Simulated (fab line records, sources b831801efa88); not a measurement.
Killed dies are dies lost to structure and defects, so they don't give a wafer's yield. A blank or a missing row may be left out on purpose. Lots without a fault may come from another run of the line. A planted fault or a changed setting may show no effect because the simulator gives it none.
Which tool did it? | flow gf180mcu | 14 lots, 42 wafers sampled, at 4 steps of a route of 602

WHAT THE GAUGES READ, wafer by wafer
GF_V2_BOW_MEAS_05. Usual: V2_BOW 97 um, standard deviation 8.7.
lot  | measured     | on            | V2_BOW (um) | flag
L870 | day 19 06:33 | film_metro-01 | 115 102 98  |
L872 | day 20 06:22 | film_metro-03 | 101 101 95  |
L873 | day 20 16:55 | film_metro-04 | 108 112 90  |
L877 | day 22 00:09 | film_metro-01 | 85 77 83    |
L881 | day 23 11:58 | film_metro-03 | 93 114 105  |
L882 | day 23 15:23 | film_metro-03 | 78 87 91    |
L887 | day 25 13:50 | film_metro-03 | 99 91 96    |
L888 | day 25 18:27 | film_metro-04 | 107 106 100 |
L889 | day 26 00:35 | film_metro-01 | 98 112 105  |
L890 | day 26 08:35 | film_metro-01 | 99 105 106  |
L891 | day 26 13:41 | film_metro-01 | 100 94 92   |
L893 | day 27 08:21 | film_metro-03 | 109 96 104  |

GF_M3_CD_MEAS_14: target cd 280 nm. Usual: cd_nm 280.2 nm, standard deviation 1.1.
lot  | measured     | on        | cd_nm (nm)        | flag
L870 | day 21 09:17 | cd_sem-01 | 279.6 278.9 279.9 |
L872 | day 22 08:41 | cd_sem-02 | 279.2 280.4 279.9 |
L873 | day 22 18:14 | cd_sem-02 | 280.2 280.3 279.9 |
L877 | day 23 23:50 | cd_sem-02 | 281.9 281.1 281.8 |
L881 | day 25 10:32 | cd_sem-02 | 280.7 280.9 280.1 |
L882 | day 25 13:42 | cd_sem-01 | 280.6 279.5 280.5 |
L887 | day 27 09:10 | cd_sem-02 | 278.5 278.8 279.0 |
L888 | day 27 12:38 | cd_sem-02 | 280.7 280.7 280.0 |
L889 | day 27 19:19 | cd_sem-01 | 277.4 278.7 278.5 |
L890 | day 28 02:25 | cd_sem-01 | 280.0 280.5 280.6 |
L891 | day 28 09:03 | cd_sem-02 | 281.6 280.0 281.6 |
L893 | day 29 01:30 | cd_sem-01 | 282.5 281.7 281.3 |

WHICH TOOL RAN EACH LOT (tool, then ch and the chambers of the sampled wafers, then the start)
lot  | GF_CONTACT_EXPOSE_11              | GF_V2_ETCH_17
L870 | krf_scanner-01 ch 0, day 15 15:28 | rie_diel-02 ch 1,2,3, day 21 09:17 or earlier
L872 | krf_scanner-01 ch 0, day 16 13:33 | rie_diel-01 ch 0,1,2, day 22 08:41 or earlier
L873 | krf_scanner-02 ch 0, day 16 23:21 | rie_diel-01 ch 0,1,3, day 22 18:14 or earlier
L877 | krf_scanner-01 ch 0, day 18 05:07 | rie_diel-03 ch 1,2, day 23 23:50 or earlier
L879 | krf_scanner-01, day 18 20:12      | -
L880 | krf_scanner-01, day 19 09:46      | -
L881 | krf_scanner-01 ch 0, day 19 18:43 | rie_diel-01 ch 1,2,3, day 25 10:32 or earlier
L882 | krf_scanner-02 ch 0, day 19 22:57 | rie_diel-01 ch 0,1, day 25 13:42 or earlier
L887 | krf_scanner-01 ch 0, day 21 23:36 | rie_diel-03 ch 0,1,2, day 27 09:10 or earlier
L888 | krf_scanner-01 ch 0, day 22 07:40 | rie_diel-02 ch 0,1,2, day 27 12:38 or earlier
L889 | krf_scanner-01 ch 0, day 22 12:55 | rie_diel-03 ch 1,2,3, day 27 19:19 or earlier
L890 | krf_scanner-01 ch 0, day 22 22:25 | rie_diel-01 ch 1,2, day 28 02:25 or earlier
L891 | krf_scanner-02 ch 0, day 23 02:53 | rie_diel-03 ch 0,1, day 28 09:03 or earlier
L893 | krf_scanner-01 ch 0, day 24 01:30 | rie_diel-03 ch 0,1, day 29 01:30 or earlier
- GF_CONTACT_EXPOSE_11: exposes mask Contact, target cd 220 nm.
- GF_V2_ETCH_17: etches SiO2 in C4F8/O2/Ar, stops on TiN, target depth 630 nm.

WHAT THE TOOLS THEMSELVES READ (means of the sampled wafers that have a number; where no wafer has one, the mark that the record gives instead)
GF_CONTACT_EXPOSE_11. Usual: exposure_dose_mJ_cm2 37.97, standard deviation 0.038; focus_offset_nm 0.1 nm, standard deviation 0.57.
lot  | tool           | exposure_dose_mJ_cm2 | focus_offset_nm (nm) | flag
L870 | krf_scanner-01 | 37.97                | -0.1                 |
L872 | krf_scanner-01 | 37.96                | -0.2                 |
L873 | krf_scanner-02 | 37.96                | -0.1                 |
L877 | krf_scanner-01 | 37.97                | 0.8                  |
L879 | krf_scanner-01 | -                    | -                    | OFF
L880 | krf_scanner-01 | -                    | -                    | OFF
L881 | krf_scanner-01 | 37.95                | 0.2                  |
L882 | krf_scanner-02 | 37.97                | 0.5                  |
L887 | krf_scanner-01 | 37.97                | -0.6                 |
L888 | krf_scanner-01 | 37.90                | 0.2                  |
L889 | krf_scanner-01 | 37.93                | -0.2                 |
L890 | krf_scanner-01 | 37.93                | -0.5                 |
L891 | krf_scanner-02 | 37.96                | -0.1                 |
L893 | krf_scanner-01 | 37.92                | 0.7                  |

GF_V2_ETCH_17. Usual: oes_product_au 0.855 a.u., standard deviation 0.0047; rf_fwd_power_W 1493 W, standard deviation 4.5.
lot  | tool        | oes_product_au (a.u.) | rf_fwd_power_W (W) | flag
L870 | rie_diel-02 | 0.852                 | 1493               |
L872 | rie_diel-01 | 0.854                 | 1497               |
L873 | rie_diel-01 | 0.852                 | 1493               |
L877 | rie_diel-03 | 0.854                 | 1490               |
L881 | rie_diel-01 | 0.854                 | 1489               |
L882 | rie_diel-01 | 0.857                 | 1489               |
L887 | rie_diel-03 | 0.854                 | 1496               |
L888 | rie_diel-02 | 0.857                 | 1497               |
L889 | rie_diel-03 | 0.857                 | 1493               |
L890 | rie_diel-01 | 0.853                 | 1492               |
L891 | rie_diel-03 | 0.849                 | 1497               |
L893 | rie_diel-03 | 0.853                 | 1492               |

THE ANSWER, worked out from the rows above alone
Rule: a lot is off if the mean of its wafers that have a number lies more than 3 standard deviations from the usual mean. A lot without any number at a reading at which 4 lots or more have one is off too. The other lots that the step has rows for count as sound. The gauges are gone through in route order, then the tools' own readings, and for those a lot's mean is taken as printed above. The first step at which some lot is off is used, and at that step the reading that is off furthest; a lot without a number counts as furthest.
Off: L879, L880, at GF_CONTACT_EXPOSE_11 (exposure_dose_mJ_cm2). Without a number there: L879, L880.
A tool fits if, at that step or a process step before it, it ran every lot that is off, and no sound lot after the first of them. None of those tried fits.

WHAT THE SIMULATOR HAD PUT IN
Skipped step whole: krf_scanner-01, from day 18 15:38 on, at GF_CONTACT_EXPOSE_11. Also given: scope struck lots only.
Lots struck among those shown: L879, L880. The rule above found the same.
